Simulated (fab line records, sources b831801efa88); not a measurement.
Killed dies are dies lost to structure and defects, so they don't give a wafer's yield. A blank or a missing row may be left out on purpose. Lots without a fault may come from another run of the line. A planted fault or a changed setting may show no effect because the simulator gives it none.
fab line records | flow sky130
record lots=12 wafers=36 last_day=50
route steps=708 shown POLY_GATE@231 LDD_N@244 LDD_HVN@274
lots that met no fault: from a run of the same line without faults
start_h: hours from the record's first day to the start of the lot's first wafer shown | wait_h: hours since the lot's step before | " the same as in the row above | L1.1+2: a row that stands for several wafers | - no value, or no start given | * or withheld: withheld | < > ~ a bound
route shown NAME@n: a module of which the file shows steps, and the number in the route of the first | usual: mean/standard deviation of fault-free wafers | same: alike in all rows | chamber/n: place in a boat | sites: the reading at each site | _std_site: their standard deviation | _edge_site: outer sites' mean less inner sites' | radius_mm: how far each site lies from the wafer's centre | mask NAME#n: copy n | behind: the tool/chamber that last shaped the wafer | hold: why the lot was held/for how many hours/how that ended | device: the transistor (n, p or np) that didn't switch | end of line: the same wafers' tests at the end of the route | a step without rows: its recipe alone | killed: dies lost to structure and defects at the first sort, not the wafer's yield | map: a wafer's dies, x killed, . not, _ none there
set.NAME: the setting as run; set.NAME@STEP: as run at that earlier step | model.NAME: the simulator's own value behind a step, which no gauge read
steps of the route over a sample of lots; a table a step, a row a wafer
services: from which hour (start_h, from the record's first day; less than 0 if before it) a tool's chamber was out of use, for how many hours, and why
## steps
# step SKY_POLY_GATE_ETCH_17
# recipe target_depth_nm=180 stop_on=SiO2 over_etch_frac=0.56667 chemistry=HBr/Cl2 target=poly-Si icp_w=400 bias_w=100 pressure_mtorr=10 HBr_flow_sccm=150 Cl2_flow_sccm=50 time_s=70.5
# usual drypump_motor_current_A=5.6/0.47 oes_product_au=0.989/0.0058 throttle_valve_pct=33.685/0.0092
# same time_s=70.5
# columns lot.wafer tool chamber start_h wait_h drypump_motor_current_A oes_product_au rf_hours_counter_h throttle_valve_pct
L445.1 rie_si-02 3 390.83 0.0 5.0 0.988 3 33.698
L445.2 " 2 " " 5.7 0.996 13 33.678
L445.3 " 0 " " 5.3 0.997 61 33.668
L447.2 rie_si-02 2 411.56 0.0 5.7 0.987 13 33.700
L447.3 " 1 " " 5.8 0.989 6 33.667
L447.5 " 1 " " 5.8 0.985 - 33.695
L448.2 rie_si-01 1 413.93 0.0 6.1 0.980 3 33.678
L448.3 " 0 " " 6.6 0.990 66 33.686
L448.6 " 2 " " 5.1 0.981 - 33.685
L449.1 rie_si-02 3 425.79 0.0 5.0 0.987 3 33.691
L449.2 " 2 " " 5.7 0.993 13 33.682
L449.4 " 0 " " 5.3 0.984 61 33.693
L450.3 rie_si-02 3 437.91 0.0 5.0 0.984 4 33.682
L450.4 " 1 " " 5.8 0.977 7 33.699
L450.6 " 2 " " 5.7 0.993 - 33.688
L451.2 rie_si-02 2 441.21 0.0 5.7 0.989 14 33.678
L451.4 " 3 " " 5.0 0.995 4 33.691
L451.6 " 1 " " 5.8 0.993 - 33.675
L452.1 rie_si-02 3 468.38 0.0 4.9 0.985 4 33.700
L452.4 " 2 " " 5.8 0.979 14 33.679
L452.6 " 2 " " 5.7 0.990 - 33.691
L456.2 rie_si-02 1 493.54 0.0 5.8 0.989 7 33.666
L456.3 " 3 " " 4.9 0.987 4 33.697
L456.4 " 3 " " 4.9 0.984 - 33.685
L459.1 rie_si-01 3 512.26 0.0 6.1 0.987 50 33.682
L459.2 " 0 " " 6.7 0.987 0 33.685
L459.6 " 2 " " 5.2 0.993 - 33.681
L464.1 rie_si-01 2 552.08 0.0 5.2 0.984 2 33.684
L464.3 " 1 " " 6.0 0.984 4 33.686
L464.4 " 1 " " 6.0 0.989 - 33.692
L466.1 rie_si-02 0 579.68 0.0 5.3 0.978 0 33.681
L466.3 " 2 " " 5.7 0.999 14 33.665
L466.6 " 2 " " 5.8 0.988 - 33.673
L465.4 rie_si-01 0 580.03 0.0 6.7 0.981 0 33.675
L465.5 " 3 " " 6.1 0.987 - 33.699
L465.6 " 2 " " 5.1 0.989 - 33.692
# step SKY_POLY_GATE_OXIDATION_20
# recipe temp_c=850 ambient=O2 stabilise_s=600 purge_s=300 target_thk_a=40 ox_time_s=899
# usual ox_time_s=899/0 spike_tc_bottom_C=867.6/2.3
# same stabilise_s=600
# columns lot.wafer tool chamber start_h wait_h ox_time_s spike_tc_bottom_C
L445.1 furnace-01 0 393.34 2.3 899 866.1
L445.2 " 0 " " 899 865.4
L445.3 " 0 " " 899 866.0
L447.2 furnace-02 0 412.30 0.5 899 868.5
L447.3 " 0 " " 899 870.6
L447.5 " 0 " " 899 870.1
L448.2 furnace-02 0 414.13 0.0 899 868.9
L448.3 " 0 " " 899 871.0
L448.6 " 0 " " 899 868.7
L449.1 furnace-01 0 426.86 0.9 899 866.1
L449.2 " 0 " " 899 865.5
L449.4 " 0 " " 899 864.8
L450.3 furnace-02 0 438.66 0.5 899 871.2
L450.4 " 0 " " 899 870.2
L450.6 " 0 " " 899 869.8
L451.2 furnace-01 0 441.45 0.0 899 864.4
L451.4 " 0 " " 899 865.0
L451.6 " 0 " " 899 866.0
L452.1 furnace-02 0 469.18 0.6 899 870.6
L452.4 " 0 " " 899 871.7
L452.6 " 0 " " 899 868.3
L456.2 furnace-01 0 493.75 0.0 719.2 865.3
L456.3 " 0 " " 719.2 866.5
L456.4 " 0 " " 719.2 866.5
L459.1 furnace-01 0 512.47 0.0 719.2 865.1
L459.2 " 0 " " 719.2 866.0
L459.6 " 0 " " 719.2 864.8
L464.1 furnace-02 0 552.28 0.0 899 870.9
L464.3 " 0 " " 899 871.6
L464.4 " 0 " " 899 869.3
L466.1 furnace-01 0 579.88 0.0 899 864.6
L466.3 " 0 " " 899 864.5
L466.6 " 0 " " 899 866.1
L465.4 furnace-02 0 580.24 0.0 899 869.2
L465.5 " 0 " " 899 868.7
L465.6 " 0 " " 899 869.1
# step SKY_POLY_GATE_THK_MEAS_21
# recipe reads=SiO2_of_POLY_GATE_OXIDATION_20
# usual POLY_GATE_OXIDATION_THK=3.98/0.076
# columns lot.wafer tool chamber start_h wait_h hold POLY_GATE_OXIDATION_THK[nm]
L445.1 film_metro-04 - 394.59 0.0 - 4.05
L445.2 " - " " - 3.97
L445.3 " - " " - 4.01
L447.2 film_metro-03 - 413.56 0.0 - 3.86
L447.3 " - " " - 3.96
L447.5 " - " " - 3.94
L448.2 film_metro-04 - 415.39 0.0 - 3.93
L448.3 " - " " - 3.95
L448.6 " - " " - 3.99
L449.1 film_metro-03 - 428.11 0.0 - 3.89
L449.2 " - " " - 3.97
L449.4 " - " " - 3.95
L450.3 film_metro-03 - 439.93 0.0 - 3.75
L450.4 " - " " - 3.78
L450.6 " - " " - 3.84
L451.2 film_metro-03 - 442.71 0.0 - 4.00
L451.4 " - " " - 4.05
L451.6 " - " " - 3.94
L452.1 film_metro-01 - 470.43 0.0 - 4.00
L452.4 " - " " - 4.02
L452.6 " - " " - 4.04
L456.2 film_metro-01 - 495.01 0.0 await_dispo/0.2h/release 3.26
L456.3 " - " " await_dispo/0.2h/release 3.30
L456.4 " - " " await_dispo/0.2h/release 3.31
L456.2 film_metro-01 - 495.23 0.2 - 3.33
L456.3 " - " " - 3.30
L456.4 " - " " - 3.36
L459.1 film_metro-04 - 513.72 0.0 await_dispo/0.2h/release 3.41
L459.2 " - " " await_dispo/0.2h/release 3.41
L459.6 " - " " await_dispo/0.2h/release 3.36
L459.1 film_metro-04 - 513.95 0.2 - 3.42
L459.2 " - " " - 3.41
L459.6 " - " " - 3.38
L464.1 film_metro-04 - 553.53 0.0 - 3.95
L464.3 " - " " - 3.96
L464.4 " - " " - 4.06
L466.1 film_metro-03 - 581.13 0.0 - 4.05
L466.3 " - " " - 4.00
L466.6 " - " " - 3.94
L465.4 film_metro-04 - 581.52 0.0 - 3.91
L465.5 " - " " - 3.97
L465.6 " - " " - 3.99
# step SKY_LDD_N_OVL_MEAS_07
# usual LDD_N_OVL=-0.8/1.7
# columns lot.wafer tool chamber start_h wait_h LDD_N_OVL[nm]
L445.1 overlay-02 - 424.20 0.1 2.2
L445.2 " - " " -1.2
L445.3 " - " " 1.6
L447.2 overlay-02 - 445.58 0.1 2.8
L447.3 " - " " 3.2
L447.5 " - " " 0.3
L448.2 overlay-01 - 447.53 0.1 0.1
L448.3 " - " " -2.8
L448.6 " - " " -0.2
L449.1 overlay-01 - 459.50 0.1 -0.5
L449.2 " - " " -0.1
L449.4 " - " " -1.7
L450.3 overlay-02 - 471.04 0.1 2.9
L450.4 " - " " 1.7
L450.6 " - " " 3.5
L451.2 overlay-01 - 474.16 0.1 -1.0
L451.4 " - " " -1.2
L451.6 " - " " -0.9
L452.1 overlay-01 - 500.95 0.1 -3.3
L452.4 " - " " -4.6
L452.6 " - " " -2.8
L456.2 overlay-01 - 525.73 0.1 -0.1
L456.3 " - " " -0.7
L456.4 " - " " -0.5
L459.1 overlay-02 - 544.10 0.1 -0.6
L459.2 " - " " -0.3
L459.6 " - " " -0.5
L464.1 overlay-01 - 583.77 0.1 1.0
L464.3 " - " " -1.3
L464.4 " - " " -0.3
L466.1 overlay-02 - 610.22 0.1 -2.2
L466.3 " - " " -0.7
L466.6 " - " " -1.2
L465.4 overlay-01 - 610.94 0.1 -1.1
L465.5 " - " " -1.1
L465.6 " - " " -1.6
# step SKY_LDD_HVN_OVL_MEAS_07
# usual LDD_HVN_OVL=0.3/1.2
# columns lot.wafer tool chamber start_h wait_h LDD_HVN_OVL[nm]
L445.1 overlay-02 - 488.45 0.1 -0.3
L445.2 " - " " 1.7
L445.3 " - " " 1.6
L447.2 overlay-01 - 508.41 0.1 0.0
L447.3 " - " " 0.3
L447.5 " - " " 0.8
L448.2 overlay-01 - 510.69 0.1 0.6
L448.3 " - " " 1.0
L448.6 " - " " 2.6
L449.1 overlay-01 - 523.30 0.1 0.4
L449.2 " - " " 0.4
L449.4 " - " " 0.0
L450.3 overlay-02 - 533.81 0.1 -0.5
L450.4 " - " " 1.0
L450.6 " - " " 0.7
L451.2 overlay-02 - 538.16 0.1 0.7
L451.4 " - " " 1.8
L451.6 " - " " 1.6
L452.1 overlay-02 - 563.29 0.1 0.7
L452.4 " - " " -0.1
L452.6 " - " " -0.3
L456.2 overlay-01 - 587.89 0.1 -0.8
L456.3 " - " " -0.8
L456.4 " - " " 1.3
L459.1 overlay-02 - 605.55 0.1 0.1
L459.2 " - " " -1.0
L459.6 " - " " -1.1
L464.1 overlay-02 - 643.05 0.1 1.0
L464.3 " - " " -0.9
L464.4 " - " " 0.7
L466.1 overlay-02 - 668.20 0.1 1.2
L466.3 " - " " 0.5
L466.6 " - " " 0.9
L465.4 overlay-02 - 670.42 0.1 1.4
L465.5 " - " " 1.3
L465.6 " - " " 0.3
## services
# columns tool chamber start_h hours kind
furnace-02 - 379.41 10.1 pm
rie_si-02 - 387.50 2.8 pm
rie_si-02 0 402.82 2.6 repair
rie_si-01 0 451.47 - clean
rie_si-01 0 451.47 19.6 scheduled_down
rie_si-01 0 451.47 19.6 vent_cycle
rie_si-02 0 475.83 - clean
rie_si-02 0 475.83 18.0 scheduled_down
rie_si-02 0 475.83 18.0 vent_cycle
furnace-01 - 495.39 3.2 pm
rie_si-01 - 519.68 28.1 pm
furnace-02 - 524.62 4.3 pm
furnace-02 - 530.35 2.9 pm
furnace-01 - 536.90 3.3 pm
rie_si-02 3 537.80 1.8 repair
rie_si-01 3 547.78 - clean
rie_si-01 3 547.78 16.8 scheduled_down
rie_si-01 3 547.78 16.8 vent_cycle
rie_si-01 1 556.61 9.0 repair
## key
first_sign step=SKY_POLY_GATE_OXIDATION_20 reading=ox_time_s direction=down sigmas=99+ usual=* struck=*
effect step=SKY_POLY_GATE_THK_MEAS_21 reading=visit direction=added
effect step=SKY_POLY_GATE_THK_MEAS_21 reading=POLY_GATE_OXIDATION_THK direction=down sigmas=8.3 usual=3.98 struck=3.34
met_at SKY_POLY_GATE_OXIDATION_20
struck_lots L456,L459
tester_left_out L456,L459
not_acting_at SKY_POLY_GATE_ETCH_17,SKY_LDD_N_OVL_MEAS_07,SKY_LDD_HVN_OVL_MEAS_07
onset_between 441.45 493.75
fault kind=process_parameter_drift tool=furnace-01 chamber=- onset_h=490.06 steps=SKY_POLY_GATE_OXIDATION_20 channel=ox_time_s offset=* shape=step end_h=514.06 acts_in=* stated=*
# tester_left_out: of these lots the tester's yield and bins aren't shown, on N5 and GAA mostly nor the transistor test; their killed dies are dies lost to structure and defects alone, not to doping, threshold or leakage, so they don't give the yield
